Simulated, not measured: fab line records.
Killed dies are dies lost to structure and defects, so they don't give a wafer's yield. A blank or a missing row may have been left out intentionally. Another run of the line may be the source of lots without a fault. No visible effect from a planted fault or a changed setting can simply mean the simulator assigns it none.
Which tool did it? -- flow sky130 -- Sampling: 13 lots, 39 wafers, 2 of 708 route steps

WHAT THE GAUGES SHOWED, per wafer
SKY_GATE_OXIDE_TW_MEAS_14.
lot,measured,on,GATE_OXIDE_TW
L383,day 14 00:47,film metro-01,226.1 225.0 225.5
L385,day 14 15:09,film metro-02,220.5 221.7 222.7
L386,day 14 19:53,film metro-04,223.1 223.9 222.3
L387,day 15 09:35,film metro-02,222.1 222.2 222.5
L388,day 15 20:45,film metro-04,221.6 221.5 223.0
L390,day 16 19:24,film metro-04,222.7 223.5 224.0
L393,day 17 19:51,film metro-01,226.4 226.1 226.3
L396,day 18 09:51,film metro-04,224.3 223.8 224.5
L398,day 19 12:48,film metro-01,225.5 225.1 225.3
L401,day 20 07:13,film metro-01,225.9 225.0 226.0
L403,day 20 22:41,film metro-01,224.8 224.3 223.8
L404,day 21 08:05,film metro-01,226.1 225.4 225.2
L406,day 21 21:36,film metro-01,226.0 226.7 225.7

SKY_LDD_N_OVL_MEAS_07.
lot,measured,on,LDD_N_OVL (nm)
L383,day 17 23:23,overlay-01,0.9 0.8 1.5
L385,day 18 14:20,overlay-02,1.9 -0.2 0.8
L386,day 18 18:44,overlay-02,0.3 -0.3 0.3
L387,day 19 13:04,overlay-02,-2.6 -2.1 -3.7
L388,day 19 23:01,overlay-02,-1.8 -2.8 0.2
L390,day 20 19:07,overlay-02,1.4 1.0 0.0
L393,day 21 23:19,overlay-02,2.0 2.1 2.3
L396,day 22 14:02,overlay-01,0.1 2.3 2.2
L398,day 23 13:39,overlay-01,0.7 1.7 0.5
L401,day 24 12:08,overlay-02,2.3 1.0 1.1
L403,day 24 23:23,overlay-01,1.5 3.8 3.9
L404,day 25 08:11,overlay-01,0.6 -0.9 -0.8
L406,day 25 21:05,overlay-02,0.3 1.1 -0.2

EACH LOT AND THE TOOL THAT RAN IT (in order: tool; ch and the chambers of the sampled wafers; start)
The record shows no process step preceding these readings.

AS READ BY THE TOOLS THEMSELVES (means over the sampled wafers that have a number; for cases with no such wafer, the mark the record gives instead)
The record holds no such reading with a usual standard deviation.

THE ANSWER, worked out from the rows above alone
Rule: usual is defined by the lots themselves. Put in order of their means at a reading, lots are off if they are a third of the lots or fewer, leave a main group of 4 or more, and stand apart from it by a gap of 3 or more times the standard deviation of the main group's means; of several such gaps the widest counts. The tables above print the reading to a certain number of digits; a main group whose means all agree to those digits is not used. A lot without any number at a reading at which 4 lots or more have one is off too. All remaining lots with rows at the step are treated as sound. First the gauges in route order, then the tools' own readings, where a lot's mean is used as printed above. At the first step where some lot is off, the reading lying furthest off is the one used; lots without a number count as furthest.
No lot is off at any reading shown: from this, nothing can be told.

WHAT THE SIMULATOR HAD INSERTED
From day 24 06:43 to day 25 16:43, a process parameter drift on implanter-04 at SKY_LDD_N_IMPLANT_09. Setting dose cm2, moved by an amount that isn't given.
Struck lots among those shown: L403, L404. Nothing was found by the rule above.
